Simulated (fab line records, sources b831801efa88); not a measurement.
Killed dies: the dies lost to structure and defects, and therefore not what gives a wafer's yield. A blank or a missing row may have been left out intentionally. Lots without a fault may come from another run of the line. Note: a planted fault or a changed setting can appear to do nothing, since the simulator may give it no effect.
fab line records ; flow sky130
[record] lots = 15; wafers = 45; last-day = 50
route steps=708 shown DNWELL@41 VT_ADJUST_HVTR@141 POLY_GATE@205 SD_N@350
lots that met no fault: taken from a fault-free run of the same line
start-h: the number of hours between the record's first day and the start of the first shown wafer of the lot ; wait-h: hours since the lot's step before ; " repeats the value in the row above ; L1.1+2: several wafers, shown together as one row ; - value missing, or start not given ; * or withheld: withheld ; < > ~ a bound
route shown NAME@n: a module of which the file shows steps, and the number in the route of the first ; usual: the fault-free wafers' mean and standard deviation ; same: alike in all rows ; chamber/n: place in a boat ; sites: per-site readings ; _std_site: standard deviation of those values ; _edge_site: inner sites' mean taken away from outer sites' mean ; radius-mm: how far each site lies from the wafer's centre ; mask NAME#n: copy n ; behind: the tool/chamber that last shaped the wafer ; hold: the reason the lot was held/the length of the hold in hours/how it ended ; device: the n, p or np transistor that did not switch ; end of line: tests run on the same wafers once the route is complete ; a step given without rows: its recipe and nothing more ; killed: not the wafer's yield, but the dies lost to structure and defects at the first sort ; map: per-die view of a wafer (x killed, . not killed, _ where there is no die)
set.NAME: the setting as run; set.NAME@STEP: as run at that earlier step ; model.NAME: the simulator's own value behind a step, which no gauge read
steps of the route over a sample of lots; a table a step, a row a wafer
services: a tool's chamber out of use, with start hour (start-h, from the record's first day; less than 0 if before it), hours out, and reason
[[steps]]
[step SKY_DNWELL_DEVELOP_06]
[recipe] wall-angle-deg = 90; developer = TMAH; develop-time-s = 60; dev-temp-c = 23
[usual] chill-plate-temp-C = 22.97/0.099; develop-time-s = 60/0
lot.wafer;tool;chamber;start-h;wait-h;chill-plate-temp-C;develop-time-s
L461.3;litho-track-02;0;59;-;23.07;60
L461.5;litho-track-02;0;59;-;23.08;60
L461.6;litho-track-02;0;59;-;23.00;60
L463.1;litho-track-04;0;67;-;22.77;60
L463.3;litho-track-04;0;67;-;22.71;60
L463.5;litho-track-04;0;68;-;22.79;60
L464.2;litho-track-04;0;71;-;22.90;60
L464.4;litho-track-04;0;71;-;22.84;60
L464.5;litho-track-04;0;71;-;22.87;60
L466.1;litho-track-02;0;85;-;22.93;60
L466.3;litho-track-02;0;85;-;22.97;60
L466.5;litho-track-02;0;85;-;22.95;60
L465.1;litho-track-04;0;85;-;23.12;60
L465.3;litho-track-04;0;85;-;23.09;60
L465.4;litho-track-04;0;85;-;23.05;60
L467.1;litho-track-04;0;93;-;23.02;60
L467.2;litho-track-04;0;93;-;22.96;60
L467.4;litho-track-04;0;93;-;23.00;60
L474.1;litho-track-02;0;127;-;22.91;60
L474.3;litho-track-02;0;127;-;23.05;60
L474.4;litho-track-02;0;127;-;22.98;60
L475.1;litho-track-02;-;134;-;-;-
L475.4;litho-track-02;-;134;-;-;-
L475.6;litho-track-02;-;134;-;-;-
L476.2;litho-track-02;-;138;-;-;-
L476.3;litho-track-02;-;138;-;-;-
L476.6;litho-track-02;-;138;-;-;-
L477.2;litho-track-02;-;145;-;-;-
L477.3;litho-track-02;-;145;-;-;-
L477.5;litho-track-02;-;145;-;-;-
L478.2;litho-track-01;0;149;-;22.85;60
L478.4;litho-track-01;0;149;-;23.02;60
L478.5;litho-track-01;0;149;-;22.85;60
L479.2;litho-track-01;0;157;-;22.92;60
L479.4;litho-track-01;0;157;-;23.03;60
L479.6;litho-track-01;0;157;-;22.84;60
L480.2;litho-track-02;0;161;-;22.97;60
L480.3;litho-track-02;0;162;-;23.12;60
L480.6;litho-track-02;0;162;-;22.96;60
L481.1;litho-track-01;0;165;-;23.00;60
L481.4;litho-track-01;0;166;-;23.11;60
L481.5;litho-track-01;0;166;-;23.07;60
L483.2;litho-track-01;0;176;-;22.87;60
L483.3;litho-track-01;0;176;-;22.98;60
L483.6;litho-track-01;0;176;-;22.88;60
[step SKY_DNWELL_TW_MEAS_09]
[usual] DNWELL_TW = 1111/6.4
lot.wafer;tool;chamber;start-h;wait-h;DNWELL_TW
L461.3;film-metro-03;-;59.58;0.1;1113
L461.5;film-metro-03;-;59.58;0.1;1115
L461.6;film-metro-03;-;59.58;0.1;1119
L463.1;film-metro-01;-;68.31;0.1;1110
L463.3;film-metro-01;-;68.31;0.1;1114
L463.5;film-metro-01;-;68.31;0.1;1111
L464.2;film-metro-04;-;71.67;0.1;1104
L464.4;film-metro-04;-;71.67;0.1;1099
L464.5;film-metro-04;-;71.67;0.1;1106
L466.1;film-metro-04;-;85.46;0.1;1101
L466.3;film-metro-04;-;85.46;0.1;1109
L466.5;film-metro-04;-;85.46;0.1;1107
L465.1;film-metro-04;-;85.81;0.1;1107
L465.3;film-metro-04;-;85.81;0.1;1100
L465.4;film-metro-04;-;85.81;0.1;1102
L467.1;film-metro-01;-;93.66;0.1;1123
L467.2;film-metro-01;-;93.66;0.1;1127
L467.4;film-metro-01;-;93.66;0.1;1120
L474.1;film-metro-03;-;127.41;0.1;1114
L474.3;film-metro-03;-;127.41;0.1;1108
L474.4;film-metro-03;-;127.41;0.1;1112
L475.1;film-metro-01;-;134.41;0.1;30
L475.4;film-metro-01;-;134.41;0.1;30
L475.6;film-metro-01;-;134.41;0.1;30
L476.2;film-metro-03;-;139.12;0.1;30
L476.3;film-metro-03;-;139.12;0.1;30
L476.6;film-metro-03;-;139.12;0.1;30
L477.2;film-metro-04;-;145.97;0.1;30
L477.3;film-metro-04;-;145.97;0.1;30
L477.5;film-metro-04;-;145.97;0.1;30
L478.2;film-metro-01;-;149.50;0.1;1109
L478.4;film-metro-01;-;149.50;0.1;1107
L478.5;film-metro-01;-;149.50;0.1;1108
L479.2;film-metro-03;-;157.88;0.1;1109
L479.4;film-metro-03;-;157.88;0.1;1120
L479.6;film-metro-03;-;157.88;0.1;1118
L480.2;film-metro-03;-;162.37;0.1;1116
L480.3;film-metro-03;-;162.37;0.1;1114
L480.6;film-metro-03;-;162.37;0.1;1120
L481.1;film-metro-01;-;166.34;0.1;1107
L481.4;film-metro-01;-;166.34;0.1;1110
L481.5;film-metro-01;-;166.34;0.1;1108
L483.2;film-metro-03;-;176.90;0.1;1109
L483.3;film-metro-03;-;176.90;0.1;1103
L483.6;film-metro-03;-;176.90;0.1;1107
[step SKY_VT_ADJUST_HVTR_STRIP_10]
[recipe] chemistry = O2/N2; power-w = 1400; pressure-mtorr = 1500; platen-temp-c = withheld; o2-flow-sccm = 3000; n2-flow-sccm = 300; overash-fraction = 0.5
[usual] drypump-motor-current-A = 5.7/0.66; o2-flow-sccm = 2999/8.5; oes-product-au = 0.715/0.0049; strip-time-to-endpoint-s = 14.20/0.036
lot.wafer;tool;chamber;start-h;wait-h;drypump-motor-current-A;o2-flow-sccm;oes-product-au;rf-hours-counter-h;strip-time-to-endpoint-s
L461.3;plasma-asher-01;1;212.45;0.1;5.0;2999;0.713;-;14.18
L461.5;plasma-asher-01;0;212.45;0.1;4.8;3003;0.713;-;14.21
L461.6;plasma-asher-01;1;212.45;0.1;5.0;3006;0.712;-;14.22
L463.1;plasma-asher-02;0;224.59;0.1;5.8;2991;0.715;53;14.22
L463.3;plasma-asher-02;1;224.59;0.1;6.4;2998;0.721;-;14.20
L463.5;plasma-asher-02;0;224.59;0.1;5.8;2992;0.727;-;14.19
L464.2;plasma-asher-02;1;228.87;0.1;6.4;2984;0.712;53;14.19
L464.4;plasma-asher-02;0;228.87;0.1;5.8;2996;0.714;-;14.22
L464.5;plasma-asher-02;0;228.87;0.1;5.8;2992;0.707;-;14.19
L466.1;plasma-asher-04;0;247.52;0.1;6.4;3004;0.717;12;14.25
L466.3;plasma-asher-04;1;247.52;0.1;5.0;2990;0.715;-;14.22
L466.5;plasma-asher-04;1;247.52;0.1;5.0;2985;0.712;-;14.23
L465.1;plasma-asher-01;0;248.67;0.1;4.8;2996;0.716;58;14.18
L465.3;plasma-asher-01;1;248.67;0.1;5.0;2993;0.718;-;14.21
L465.4;plasma-asher-01;0;248.67;0.1;4.8;2997;0.721;-;14.19
L467.1;plasma-asher-04;1;256.47;0.1;4.9;2997;0.711;13;14.21
L467.2;plasma-asher-04;0;256.47;0.1;6.3;3009;0.712;13;14.16
L467.4;plasma-asher-04;1;256.47;0.1;4.9;3007;0.711;-;14.20
L474.1;plasma-asher-02;1;304.82;0.1;6.4;3009;0.708;61;14.21
L474.3;plasma-asher-02;1;304.82;0.1;6.5;3011;0.710;-;14.25
L474.4;plasma-asher-02;0;304.82;0.1;5.8;2987;0.711;-;14.23
L475.1;plasma-asher-04;1;312.67;0.1;4.9;2985;0.714;18;14.20
L475.4;plasma-asher-04;1;312.67;0.1;4.9;2998;0.716;-;14.12
L475.6;plasma-asher-04;1;312.67;0.1;4.9;2999;0.716;-;14.14
L476.2;plasma-asher-02;0;319.97;0.1;5.8;3001;0.715;63;14.12
L476.3;plasma-asher-02;0;319.97;0.1;5.8;3002;0.712;-;14.19
L476.6;plasma-asher-02;1;319.97;0.1;6.4;3010;0.710;-;14.08
L477.2;plasma-asher-04;1;327.42;0.1;4.9;2986;0.713;20;14.20
L477.3;plasma-asher-04;1;327.42;0.1;5.0;2990;0.710;-;14.22
L477.5;plasma-asher-04;1;327.42;0.1;4.9;2992;0.713;-;14.21
L478.2;plasma-asher-02;0;335.09;0.1;5.8;3004;0.714;64;14.21
L478.4;plasma-asher-02;1;335.09;0.1;6.5;2995;0.720;-;14.23
L478.5;plasma-asher-02;0;335.09;0.1;5.8;2997;0.716;-;14.25
L479.2;plasma-asher-04;1;345.14;0.1;5.0;3000;0.721;21;14.28
L479.4;plasma-asher-04;1;345.14;0.1;5.0;2993;0.711;-;14.29
L479.6;plasma-asher-04;0;345.14;0.1;6.3;2999;0.716;-;14.24
L480.2;plasma-asher-04;1;351.64;0.1;5.0;3001;0.709;22;14.23
L480.3;plasma-asher-04;1;351.64;0.1;4.9;2989;0.722;-;14.28
L480.6;plasma-asher-04;1;351.64;0.1;4.9;3007;0.717;-;14.24
L481.1;plasma-asher-04;1;357.49;0.1;5.0;3002;0.710;23;14.15
L481.4;plasma-asher-04;1;357.49;0.1;4.9;3010;0.727;-;14.20
L481.5;plasma-asher-04;1;357.49;0.1;4.9;2998;0.722;-;14.17
L483.2;plasma-asher-02;1;371.29;0.1;6.4;2980;0.725;68;14.25
L483.3;plasma-asher-02;0;371.29;0.1;5.8;2983;0.714;-;14.20
L483.6;plasma-asher-02;1;371.29;0.1;6.4;2994;0.714;-;14.20
[step SKY_POLY_GATE_THK_MEAS_01]
[recipe] reads = poly-Si_of_POLY_GATE_CVD_00
[usual] POLY_GATE_CVD_00_THK = 179.6/1.7
lot.wafer;tool;chamber;start-h;wait-h;POLY_GATE_CVD_00_THK[nm]
L461.3;film-metro-01;-;322.70;0.0;181.0
L461.5;film-metro-01;-;322.70;0.0;181.7
L461.6;film-metro-01;-;322.70;0.0;180.0
L463.1;film-metro-01;-;335.37;0.0;181.5
L463.3;film-metro-01;-;335.37;0.0;180.5
L463.5;film-metro-01;-;335.37;0.0;182.1
L464.2;film-metro-04;-;339.61;0.0;180.2
L464.4;film-metro-04;-;339.61;0.0;179.9
L464.5;film-metro-04;-;339.61;0.0;179.8
L466.1;film-metro-04;-;361.03;0.0;180.2
L466.3;film-metro-04;-;361.03;0.0;180.6
L466.5;film-metro-04;-;361.03;0.0;180.6
L465.1;film-metro-02;-;362.84;0.0;180.0
L465.3;film-metro-02;-;362.84;0.0;180.9
L465.4;film-metro-02;-;362.84;0.0;180.5
L467.1;film-metro-02;-;374.57;0.0;180.9
L467.2;film-metro-02;-;374.57;0.0;179.6
L467.4;film-metro-02;-;374.57;0.0;178.6
L474.1;film-metro-02;-;432.21;0.0;180.4
L474.3;film-metro-02;-;432.21;0.0;181.7
L474.4;film-metro-02;-;432.21;0.0;182.2
L475.1;film-metro-04;-;437.60;0.0;179.5
L475.4;film-metro-04;-;437.60;0.0;178.3
L475.6;film-metro-04;-;437.60;0.0;180.7
L476.2;film-metro-01;-;447.29;0.0;177.4
L476.3;film-metro-01;-;447.29;0.0;177.8
L476.6;film-metro-01;-;447.29;0.0;178.2
L477.2;film-metro-01;-;456.15;0.0;177.3
L477.3;film-metro-01;-;456.15;0.0;177.6
L477.5;film-metro-01;-;456.15;0.0;176.0
L478.2;film-metro-02;-;467.17;0.0;180.5
L478.4;film-metro-02;-;467.17;0.0;182.4
L478.5;film-metro-02;-;467.17;0.0;181.6
L479.2;film-metro-01;-;477.10;0.0;178.9
L479.4;film-metro-01;-;477.10;0.0;178.1
L479.6;film-metro-01;-;477.10;0.0;175.9
L480.2;film-metro-04;-;488.72;0.0;178.9
L480.3;film-metro-04;-;488.72;0.0;177.7
L480.6;film-metro-04;-;488.72;0.0;178.2
L481.1;film-metro-02;-;492.54;0.0;179.8
L481.4;film-metro-02;-;492.54;0.0;179.1
L481.5;film-metro-02;-;492.54;0.0;181.0
L483.2;film-metro-01;-;503.68;0.0;176.8
L483.3;film-metro-01;-;503.68;0.0;178.3
L483.6;film-metro-01;-;503.68;0.0;177.0
[step SKY_SD_N_OVL_MEAS_08]
[usual] SD_N_OVL = -0.1/1.6
lot.wafer;tool;chamber;start-h;wait-h;SD_N_OVL[nm]
L461.3;overlay-02;-;654.69;0.1;1.2
L461.5;overlay-02;-;654.69;0.1;1.8
L461.6;overlay-02;-;654.69;0.1;2.7
L463.1;overlay-02;-;674.23;0.1;-1.8
L463.3;overlay-02;-;674.23;0.1;-1.4
L463.5;overlay-02;-;674.23;0.1;-1.0
L464.2;overlay-02;-;678.54;0.1;4.0
L464.4;overlay-02;-;678.54;0.1;1.1
L464.5;overlay-02;-;678.54;0.1;1.6
L466.1;overlay-02;-;694.88;0.1;1.2
L466.3;overlay-02;-;694.88;0.1;0.8
L466.5;overlay-02;-;694.88;0.1;0.4
L465.1;overlay-01;-;702.53;0.1;-3.2
L465.3;overlay-01;-;702.53;0.1;-1.2
L465.4;overlay-01;-;702.53;0.1;-3.1
L467.1;overlay-02;-;709.93;0.1;0.3
L467.2;overlay-02;-;709.93;0.1;-1.1
L467.4;overlay-02;-;709.93;0.1;0.3
L474.1;overlay-01;-;763.93;0.1;-1.2
L474.3;overlay-01;-;763.93;0.1;-0.2
L474.4;overlay-01;-;763.93;0.1;-2.7
L475.1;overlay-01;-;768.83;0.1;0.4
L475.4;overlay-01;-;768.83;0.1;1.4
L475.6;overlay-01;-;768.83;0.1;2.7
L476.2;overlay-01;-;775.53;0.1;-2.1
L476.3;overlay-01;-;775.53;0.1;-1.4
L476.6;overlay-01;-;775.53;0.1;-0.1
L477.2;overlay-02;-;784.44;0.1;0.6
L477.3;overlay-02;-;784.44;0.1;-1.9
L477.5;overlay-02;-;784.44;0.1;-2.7
L478.2;overlay-02;-;793.04;0.1;-0.1
L478.4;overlay-02;-;793.04;0.1;-0.9
L478.5;overlay-02;-;793.04;0.1;-0.1
L479.2;overlay-02;-;798.59;0.1;-2.6
L479.4;overlay-02;-;798.59;0.1;-5.3
L479.6;overlay-02;-;798.59;0.1;-2.6
L480.2;overlay-01;-;812.84;0.1;-0.8
L480.3;overlay-01;-;812.84;0.1;0.5
L480.6;overlay-01;-;812.84;0.1;1.6
L481.1;overlay-01;-;815.48;0.1;0.2
L481.4;overlay-01;-;815.48;0.1;0.8
L481.5;overlay-01;-;815.48;0.1;0.3
L483.2;overlay-01;-;823.69;0.1;1.7
L483.3;overlay-01;-;823.69;0.1;1.0
L483.6;overlay-01;-;823.69;0.1;1.1
[[services]]
tool;chamber;start-h;hours;kind
plasma-asher-02;-;57.62;5.4;repair
plasma-asher-04;-;108.75;9.0;pm
plasma-asher-04;0;108.75;9.0;vent-cycle
plasma-asher-04;1;108.75;9.0;vent-cycle
plasma-asher-04;0;117.75;-;clean
plasma-asher-04;1;117.75;-;clean
plasma-asher-04;-;129.69;4.3;repair
plasma-asher-02;-;136.99;0.6;repair
plasma-asher-02;-;139.60;2.8;repair
plasma-asher-02;-;167.38;2.8;pm
plasma-asher-04;-;189.91;2.8;pm
plasma-asher-04;-;302.79;4.4;repair
plasma-asher-01;-;346.80;8.8;repair
[[key]]
[first-sign] step = SKY_DNWELL_DEVELOP_06; reading = tool-record; direction = missing
[effect] step = SKY_DNWELL_TW_MEAS_09; reading = DNWELL_TW; direction = down; sigmas = 99+; usual = 1111; struck = 30
met-at SKY_DNWELL_DEVELOP_06
struck-lots L475,L476,L477
sort-left-out L475.1,L475.4,L475.6,L476.2,L476.3,L476.6,L477.2,L477.3,L477.5
tester-left-out L475,L476,L477
not-acting-at SKY_VT_ADJUST_HVTR_STRIP_10,SKY_POLY_GATE_THK_MEAS_01,SKY_SD_N_OVL_MEAS_08
onset-between 127 134
[fault] kind = skipped-step-whole; tool = litho-track-02; chamber = -; onset-h = 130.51; steps = SKY_DNWELL_DEVELOP_06; scope = struck-lots-only
// tester-left-out: of these lots the tester's yield and bins aren't shown, on N5 and GAA mostly nor the transistor test; their killed dies are dies lost to structure and defects alone, not to doping, threshold or leakage, so they don't give the yield
// sort-left-out: the simulated sort isn't trusted on such a fault, so these wafers' sort isn't shown, and their yield isn't known
